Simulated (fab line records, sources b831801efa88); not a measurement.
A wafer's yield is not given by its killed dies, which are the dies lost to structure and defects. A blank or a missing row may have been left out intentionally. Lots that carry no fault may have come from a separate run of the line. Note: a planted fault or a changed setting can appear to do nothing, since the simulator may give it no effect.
Problem report, 8D (eight disciplines) form, completed by code -- flow gf180mcu -- the parts of the form that need people (team, actions taken, sign-off) are left out

## 1. PROBLEM STATEMENT
cdNm at GF_NSD_CD_MEAS_07 reads a mean of 335.8 nm on 6 wafers of 2 lots; wafers without a fault read 400.8 nm with a standard deviation of 2.4. That puts it -27 standard deviations away from the usual mean.
The step: target cd 400 nm.
The first sign was on wafer L803.1 at day 16 08:46, on cdSem-01. At this step, 39 wafers from 13 lots have a number in the record. By rule, "out" or "out of limits" means more than 4 standard deviations away from the usual mean. The rest of the wafers with a number are treated as sound.

## 2. WHAT THIS IS AND IS NOT
question,is,is not
which readings at this step,cdNm,-
which lots,"L803, L805","L794, L795, L796, L797, L798, L799, L800, L810, L812, L815, L817"
which wafers of those lots,all that have a number,-
read on which gauges,"cdSem-01, cdSem-02",-
when,from day 16 08:46,"up to then (21 sound wafers); but 12 sound wafers of L810, L812, L815, L817 came after"

## 3. THE SUSPECTS, EACH WITH WHAT RULES IT OUT
Counting: a tool stays on the suspect list if, at a process step up to the reading, it processed all lots that are out and no sound lot following the first of them.
- the gauge at GF_NSD_CD_MEAS_07: ruled out. The wafers that are out were read on 2 gauges (cdSem-01, cdSem-02).
- rtpAnneal-01 at GF_VT_IMPLANT_RTA_45 (time 30 s): ruled out as a lasting fault. Following L803 (day 10 02:19), the first lot on it that is out, the sound lots L810, L815, L817 were run on it.
- ilineStepper-01 at GF_NSD_EXPOSE_04 (exposes mask Nplus, target cd 400 nm): kept. It ran every lot that is out, first L803 (day 15 22:16), and no sound lot after that; its last sound lot up to then is L800 (day 14 23:50). Out on those wafers are its own readings of exposureDoseMJCm2.
Left after counting: ilineStepper-01 at GF_NSD_EXPOSE_04.

## 4. THE CAUSE (what the simulator had put in)
Process parameters drifting: ilineStepper-01 at GF_NSD_EXPOSE_04, beginning at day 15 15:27. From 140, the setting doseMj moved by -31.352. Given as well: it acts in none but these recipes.
Counting left only this tool.

## 5. THE EFFECT CHAIN, in route order
Rows list readings where the struck wafers' mean (over those with a number) sits beyond 3 standard deviations from the usual. Only readings for which the record gives a usual standard deviation are gone through. hours: the time from each lot's start at the first step in this table that gives one to its start at this step, as a median over the lots. sigmas: the change in usual standard deviations.
hours,step,reading,usual,on struck wafers,change,sigmas
0,GF_NSD_EXPOSE_04,exposureDoseMJCm2,139.98,111.62,-28.35,-99 or more
11,GF_NSD_CD_MEAS_07,cdNm,400.8 nm,335.8,-65.0,-27
It contains these process steps:
- GF_NSD_EXPOSE_04: exposes mask Nplus, target cd 400 nm.

## 6. WHAT WOULD HAVE CAUGHT IT SOONER
The first out-of-limits reading at a measuring or inspecting step in this record came at day 16 08:46, 17 hours after the fault's start at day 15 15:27.
Tool's own readings at GF_NSD_EXPOSE_04, exposureDoseMJCm2: out on all struck wafers the step has rows for; an alarm limit on them would have tripped on the first.
L805, from the lots that are out (2), started GF_NSD_EXPOSE_04 on ilineStepper-01 later than day 16 08:46. A hold on the tool at that time would have spared it.
